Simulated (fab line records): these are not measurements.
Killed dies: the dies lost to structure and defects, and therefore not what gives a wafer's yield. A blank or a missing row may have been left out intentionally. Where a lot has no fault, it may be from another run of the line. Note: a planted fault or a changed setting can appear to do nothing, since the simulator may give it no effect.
A single fault, viewed from 2 desks    flow gf180mcu    what lay behind the numbers comes last; until then each desk has only its own

## AT THE TOOL OWNER'S DESK: pvd_sputter-02
The tool's own readings at GF_M3_SPUTTER_04 (material TiN, target thk 50 nm, time 41.7 s): means of the sampled wafers that have a number, for each lot that ran on this tool. Marked OUT: a lot whose mean sits more than 4 standard deviations from the usual mean, which makes it out of limits; the brackets give that distance.
Columns: A = throttle_valve_pct at GF_M3_SPUTTER_04, usual 30.2 %
lot   first seen here  A
L217  day 20 22:01     30.0
L220  day 22 05:27     30.2
L225  day 24 00:17     30.4
L232  day 26 10:05     30.4
This desk's verdict: no lot among the 4 shows anything out of limits.

## METROLOGY DESK
Means of the sampled wafers that have a number, per lot and without regard to the tool the lot ran on: this is what the gauges read. Marked OUT: a lot whose mean sits more than 4 standard deviations from the usual mean, which makes it out of limits; the brackets give that distance.
Columns: A = M3_ALCU_RS at GF_M3_RS_MEAS_05, usual 0.0697 ohm/sq
lot   first seen here  A
L216  day 20 16:27     0.0703
L217  day 20 22:04     0.0699
L219  day 21 22:04     0.0692
L220  day 22 05:31     0.0700
L222  day 22 20:31     0.0708
L224  day 23 17:55     0.0687
L225  day 24 00:22     0.0692
L232  day 26 10:08     0.0702
L234  day 27 00:07     0.0690
L235  day 27 06:14     0.0692
L236  day 27 13:35     0.0700
L238  day 28 01:23     0.0712
This desk's verdict: no lot among the 12 shows anything out of limits.

## BROUGHT TOGETHER
The tool owner's desk saw nothing out of limits.
At the metrology desk, nothing out of limits was observed.

## WHAT WAS PUT IN BY THE SIMULATOR
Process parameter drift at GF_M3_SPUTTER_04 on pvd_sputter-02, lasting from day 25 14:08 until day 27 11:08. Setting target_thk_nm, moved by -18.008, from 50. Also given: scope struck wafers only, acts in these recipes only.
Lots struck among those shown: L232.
